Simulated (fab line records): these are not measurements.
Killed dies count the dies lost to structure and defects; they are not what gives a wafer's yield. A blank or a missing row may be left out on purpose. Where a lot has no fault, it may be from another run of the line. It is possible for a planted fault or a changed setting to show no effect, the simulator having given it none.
Chamber matching / flow gf180mcu / GF_M5_ETCH_09 on rie diel-02: 4 sister chambers
The step etches Si3N4 in CF4/O2, target depth 52 nm, time 11.6 s. 4 wafers are shown with their chamber, then 7 later ones without.

WAFERS PAIRED WITH THEIR CHAMBERS
wafer=L080.6; chamber=2; drypump motor current A (A)=5.9
wafer=L082.4; chamber=1; drypump motor current A (A)=6.3
wafer=L086.1; chamber=3; drypump motor current A (A)=5.6
wafer=L086.3; chamber=0; drypump motor current A (A)=5.7

WAFERS WITH NO CHAMBER GIVEN
wafer=L086.6; drypump motor current A (A)=5.7
wafer=L095.1; drypump motor current A (A)=5.5
wafer=L095.3; drypump motor current A (A)=5.9
wafer=L095.6; drypump motor current A (A)=6.3
wafer=L096.1; drypump motor current A (A)=5.6
wafer=L096.4; drypump motor current A (A)=6.4
wafer=L096.6; drypump motor current A (A)=5.7

WHICH CHAMBER EACH WENT THROUGH
wafer=L086.6; from the rows above=can't be placed: 0 or 3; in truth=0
wafer=L095.1; from the rows above=can't be placed: 3 or 0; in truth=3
wafer=L095.3; from the rows above=2; in truth=2
wafer=L095.6; from the rows above=1; in truth=1
wafer=L096.1; from the rows above=can't be placed: 3 or 0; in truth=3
wafer=L096.4; from the rows above=1; in truth=1
wafer=L096.6; from the rows above=can't be placed: 0 or 3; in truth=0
Correctly placed: 3 of 7. Unplaceable from these rows: 4, with the true chamber sitting among the candidates in 4. Number placed wrongly: 0.
How it was worked out, from the rows above alone: a wafer's distance from a chamber is the root of the sum, over the readings, of the square of ((its reading less the chamber's mean) divided by the reading's scatter). The wafer belongs to the nearest chamber; if the next one is less than 2 further off, it can't be placed. A chamber's mean is the mean of its shown wafers. The scatter: root of mean squared gap, hidden wafer to nearest shown wafer, with one shown wafer a chamber.
